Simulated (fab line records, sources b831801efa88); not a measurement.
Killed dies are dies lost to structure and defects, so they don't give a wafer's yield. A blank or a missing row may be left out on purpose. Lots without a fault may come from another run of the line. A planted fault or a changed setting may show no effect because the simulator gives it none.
A struck lot beside a sound one | flow sfq_line | 24 steps out of a route of 325
Sound: wafers L919.3, L919.5, L919.6. Struck: wafers L926.2, L926.3, L926.5. The cause comes at the end.
At each step with rows: each side's tool, then ch and its chambers, then its first start. Under that, the readings that differ: sound wafers | struck wafers | difference of the means | sigmas: that difference in standard deviations of wafers without a fault.
alike: readings whose means differ by less than 2 such deviations, and words and numbers that are the same on both sides. not compared: withheld readings, readings that some wafer has no value for, bounds like >300 that may hide the same value, and numbers for which the record gives no deviation and whose values overlap.
The two part at a step that has a row with sigmas, a row that says differs or no value, or rows on one side only. Numbers that don't overlap but have no deviation are shown without sigmas and don't part them. A reading that every wafer of one side lacks parts them only if that side has two wafers or more.

first, 6 steps without rows for these wafers: SFQ_TRILAYER_I1_VIA_LITHO_COAT_054 (resist thk 62 nm); SFQ_TRILAYER_I1_VIA_LITHO_COAT_049 (resist thk 650 nm); SFQ_TRILAYER_I1_VIA_LITHO_SOFTBAKE_053; SFQ_TRILAYER_I1_VIA_LITHO_EXPOSE_050 (exposes mask I1, target cd 500 nm); SFQ_TRILAYER_I1_VIA_LITHO_PEB_052 (peb time 60 s); SFQ_TRILAYER_I1_VIA_LITHO_DEVELOP_051 (time 60 s).
SFQ_I1_OVL_MEAS_913:
  sound on overlay-01, day 18 20:21; struck on overlay-02, day 21 06:41
  reading     | sound  | struck    | difference | sigmas
  I1_OVL (nm) | 11 7 3 | -7 -9 -13 | -17        | -3
SFQ_TRILAYER_I1_VIA_BARC_OPEN_VIA_ETCH_071: etches BARC in O2, target depth 125 nm, time 41.7 s.
  sound on rie_diel-02 ch 1,2, day 18 20:22; struck on rie_diel-02 ch 1,2,3, day 21 06:43
  alike: bias_w, drypump_motor_current_A, oes_product_au
  not compared: rf_hours_counter_h
SFQ_TRILAYER_I1_VIA_ETCH_VIA_ETCH_052: etches SiO2 in CHF3, stops on Nb, target depth 260 nm.
  sound on rie_diel-02 ch 1,2, day 18 20:25; struck on rie_diel-02 ch 1,2,3, day 21 06:46
  alike: bias_w, drypump_motor_current_A, oes_product_au
SFQ_TRILAYER_I1_VIA_STRIP_STRIP_053: strips in O2.
  sound on rie_metal-01 ch 0,1, day 18 20:43; struck on rie_metal-02 ch 0,1, day 21 06:52
  reading                     | sound       | struck      | difference | sigmas
  drypump_motor_current_A (A) | 5.1 5.1 5.1 | 5.8 5.8 5.9 | +0.7       | +2
  alike: oes_product_au
  not compared: rf_hours_counter_h
then, 2 steps without rows for these wafers: SFQ_TRILAYER_I1_VIA_STRIP_SOLV_CLEAN_054 (cleans in NMP, time 600 s); SFQ_TRILAYER_M2_DEP_PRE_CLEAN_056 (time 22.5 s).
SFQ_TRILAYER_M2_DEP_SPUTTER_055: material Nb, target thk 200 nm, time 133.3 s.
  sound on pvd_sputter-06, day 18 21:20; struck on pvd_sputter-06, day 21 07:41
  alike: substrate_temp_c, throttle_valve_pct
SFQ_M2_RS_MEAS_914: measures by four-point-probe.
  sound on film_metro-01, day 18 21:28; struck on film_metro-01, day 21 07:47
  reading           | sound             | struck            | difference | sigmas
  M2_NB_RS (ohm/sq) | 0.890 0.891 0.887 | 1.070 1.078 1.064 | +0.181     | +16
then, 6 steps without rows for these wafers: SFQ_TRILAYER_M2_LITHO_COAT_062 (resist thk 62 nm); SFQ_TRILAYER_M2_LITHO_COAT_057 (resist thk 600 nm); SFQ_TRILAYER_M2_LITHO_SOFTBAKE_061; SFQ_TRILAYER_M2_LITHO_EXPOSE_058 (exposes mask M2, target cd 500 nm); SFQ_TRILAYER_M2_LITHO_PEB_060 (peb time 60 s); SFQ_TRILAYER_M2_LITHO_DEVELOP_059 (time 60 s).
-- the record jumps here: 3 days lie between the struck wafers' starts before and after --
SFQ_M2_OVL_MEAS_916:
  sound on overlay-01, day 21 13:54; struck on overlay-01, day 24 00:13
  alike: M2_OVL
SFQ_TRILAYER_M2_BARC_OPEN_METAL_ETCH_077: etches BARC in O2, target depth 125 nm, time 41.7 s.
  sound on rie_metal-02 ch 0,1, day 21 13:56; struck on rie_metal-04 ch 1, day 24 00:15
  reading                     | sound       | struck      | difference | sigmas
  drypump_motor_current_A (A) | 5.9 5.9 5.8 | 4.9 4.8 4.9 | -1.0       | -3
  alike: bias_w, oes_product_au
  not compared: rf_hours_counter_h
SFQ_TRILAYER_M2_ETCH_METAL_ETCH_060: etches Nb in Cl2/Ar, stops on SiO2, target depth 240 nm, time 120 s.
  sound on rie_metal-02 ch 0,1, day 21 14:01; struck on rie_metal-04 ch 1, day 24 00:19
  reading                     | sound             | struck            | difference | sigmas
  bias_w (W)                  | 80.39 80.45 79.98 | 79.50 79.84 79.77 | -0.57      | -2
  drypump_motor_current_A (A) | 6.0 5.9 5.8       | 4.8 4.8 4.9       | -1.1       | -3
  oes_product_au (a.u.)       | 0.892 0.892 0.898 | 0.820 0.820 0.812 | -0.077     | -10
  not compared: rf_hours_counter_h
SFQ_TRILAYER_M2_STRIP_STRIP_061: strips in O2.
  sound on rie_metal-02 ch 0,1, day 21 14:19; struck on rie_metal-04 ch 1, day 24 00:26
  reading                     | sound       | struck      | difference | sigmas
  drypump_motor_current_A (A) | 5.9 6.0 5.8 | 4.8 4.9 4.8 | -1.1       | -3
  alike: oes_product_au
  not compared: rf_hours_counter_h

WHERE THEY PART
First at SFQ_I1_OVL_MEAS_913; last, within this record, at SFQ_TRILAYER_M2_STRIP_STRIP_061.

WHY: what the simulator had put in
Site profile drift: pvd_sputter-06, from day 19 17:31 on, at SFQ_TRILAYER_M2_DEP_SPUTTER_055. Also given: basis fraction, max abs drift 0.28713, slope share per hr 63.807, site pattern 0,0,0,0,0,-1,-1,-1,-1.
